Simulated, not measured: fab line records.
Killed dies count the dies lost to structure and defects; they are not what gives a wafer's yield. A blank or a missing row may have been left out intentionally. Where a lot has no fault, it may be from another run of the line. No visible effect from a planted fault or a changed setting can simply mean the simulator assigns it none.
Check for tools in common ; flow gf180mcu ; Sampled: 12 lots, 36 wafers

## WHY IT WAS OPENED
2 of 12 lots carry a flag on the reading PASSIVATION_CVD_00_THK at GF_PASSIVATION_THK_MEAS_01. Wafers without a fault read 1000 nm, standard deviation 13.
Rule: a lot is flagged when every wafer of it that has a number lies more than 4 standard deviations from that mean, or none has a number. All remaining lots are regarded as sound.

lot;measured;on;PASSIVATION_CVD_00_THK (nm), wafer by wafer;flag
L843;day 28 17:46;film_metro-03;984 975 999;
L844;day 28 23:53;film_metro-03;996 987 991;
L845;day 29 15:36;film_metro-01;1006 1005 1006;
L849;day 30 10:40;film_metro-02;1003 1006 1008;
L852;day 31 09:29;film_metro-01;997 1028 1015;
L853;day 31 19:02;film_metro-01;1077 1096 1118;FLAGGED
L855;day 32 08:04;film_metro-03;1094 1110 1114;FLAGGED
L860;day 33 11:32;film_metro-01;987 975 1015;
L861;day 33 14:02;film_metro-01;980 1001 1013;
L862;day 33 20:42;film_metro-01;999 991 1012;
L863;day 34 01:11;film_metro-02;999 1003 1008;
L864;day 34 11:47;film_metro-03;994 999 1017;
The mean of the flagged lots' numbers is 1102 nm, +102 nm from the usual (+8 standard deviations).

## EACH LOT AND THE TOOL IT RAN ON
3 process steps preceding the reading are held in the record, out of 602 steps in the route. Every cell lists first the tool, next ch and the chambers used by the sampled wafers, and last the start.
lot;flag;GF_M5_STRIP_11;GF_TOP_METAL_SPUTTER_00;GF_PASSIVATION_CVD_00
L843;;plasma_asher-03 ch 0, day 26 21:20;pvd_sputter-03, day 27 20:32;pecvd-04 ch 0,2, day 28 17:40
L844;;plasma_asher-04 ch 0,1, day 27 03:02;pvd_sputter-01, day 28 02:29;pecvd-02 ch 0,1,2, day 28 23:49
L845;;plasma_asher-01 ch 0,1, day 27 20:49;pvd_sputter-02, day 28 18:53;pecvd-02 ch 0,1,2, day 29 15:32
L849;;plasma_asher-01 ch 0,1, day 28 16:44;pvd_sputter-02, day 29 14:26;pecvd-03 ch 0,1,2, day 30 10:35
L852;;plasma_asher-01 ch 0, day 29 16:49;pvd_sputter-01, day 30 14:24;pecvd-02 ch 0,1, day 31 09:25
L853;FLAGGED;plasma_asher-03 ch 0,1, day 30 03:05;pvd_sputter-03, day 31 00:55;pecvd-02 ch 0,1,2, day 31 18:58
L855;FLAGGED;plasma_asher-01 ch 0,1, day 30 16:01;pvd_sputter-02, day 31 13:29;pecvd-02 ch 0,2, day 32 07:58
L860;;plasma_asher-01 ch 0,1, day 31 20:56;pvd_sputter-03, day 32 17:02;pecvd-03 ch 0,1,2, day 33 11:25
L861;;plasma_asher-01 ch 0,1, day 32 01:20;pvd_sputter-01, day 32 20:51;pecvd-04 ch 1,2, day 33 13:57
L862;;plasma_asher-03 ch 0, day 32 07:56;pvd_sputter-03, day 33 03:49;pecvd-03 ch 0,1,2, day 33 20:35
L863;;plasma_asher-03 ch 0,1, day 32 11:59;pvd_sputter-02, day 33 08:10;pecvd-03 ch 0,1, day 34 01:07
L864;;plasma_asher-03 ch 0,1, day 32 23:35;pvd_sputter-01, day 33 19:04;pecvd-04 ch 0,1, day 34 11:41
What these steps do:
- GF_M5_STRIP_11: strips in O2/N2.
- GF_TOP_METAL_SPUTTER_00: material Ti, target thk 37.5 nm, time 150 s.
- GF_PASSIVATION_CVD_00: deposits SiO2 from TEOS, target thk 1000 nm, time 111.95 s.
- GF_PASSIVATION_THK_MEAS_01

## FLAGGED OVER TOTAL, TOOL BY TOOL (the gauges that took the reading come last)
step;tool;lots run;flagged;share of the flagged lots;sound lots run after its first flagged lot
GF_M5_STRIP_11;plasma_asher-01;6;1;some;2 (L860,L861)
GF_M5_STRIP_11;plasma_asher-03;5;1;some;3 (L862,L863,L864)
GF_M5_STRIP_11;plasma_asher-04;1;0;none;-
GF_TOP_METAL_SPUTTER_00;pvd_sputter-01;4;0;none;-
GF_TOP_METAL_SPUTTER_00;pvd_sputter-02;4;1;some;1 (L863)
GF_TOP_METAL_SPUTTER_00;pvd_sputter-03;4;1;some;2 (L860,L862)
GF_PASSIVATION_CVD_00;pecvd-02;5;2;all;0
GF_PASSIVATION_CVD_00;pecvd-03;4;0;none;-
GF_PASSIVATION_CVD_00;pecvd-04;3;0;none;-
GF_PASSIVATION_THK_MEAS_01;film_metro-01;6;1;some;3 (L860,L861,L862)
GF_PASSIVATION_THK_MEAS_01;film_metro-02;2;0;none;-
GF_PASSIVATION_THK_MEAS_01;film_metro-03;4;1;some;1 (L864)

## WHAT THE TABLE ALLOWS
1 row of the table ran every flagged lot: pecvd-02 at GF_PASSIVATION_CVD_00.
- pecvd-02 at GF_PASSIVATION_CVD_00: 2 of its 5 lots flagged. Its last sound lot is L852 (day 31 09:25), its first flagged lot L853 (day 31 18:58): a fault that began between those two fits. Its own readings lie more than 4 standard deviations out on every wafer of the flagged lots: rf_fwd_power_W.
Left over: one tool, pecvd-02 at GF_PASSIVATION_CVD_00.

## WHAT THE SIMULATOR HAD INSERTED
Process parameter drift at GF_PASSIVATION_CVD_00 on pecvd-02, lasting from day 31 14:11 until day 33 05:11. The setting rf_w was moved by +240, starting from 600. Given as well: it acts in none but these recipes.
Shown lots that were struck: L853, L855. The rule above found the same.
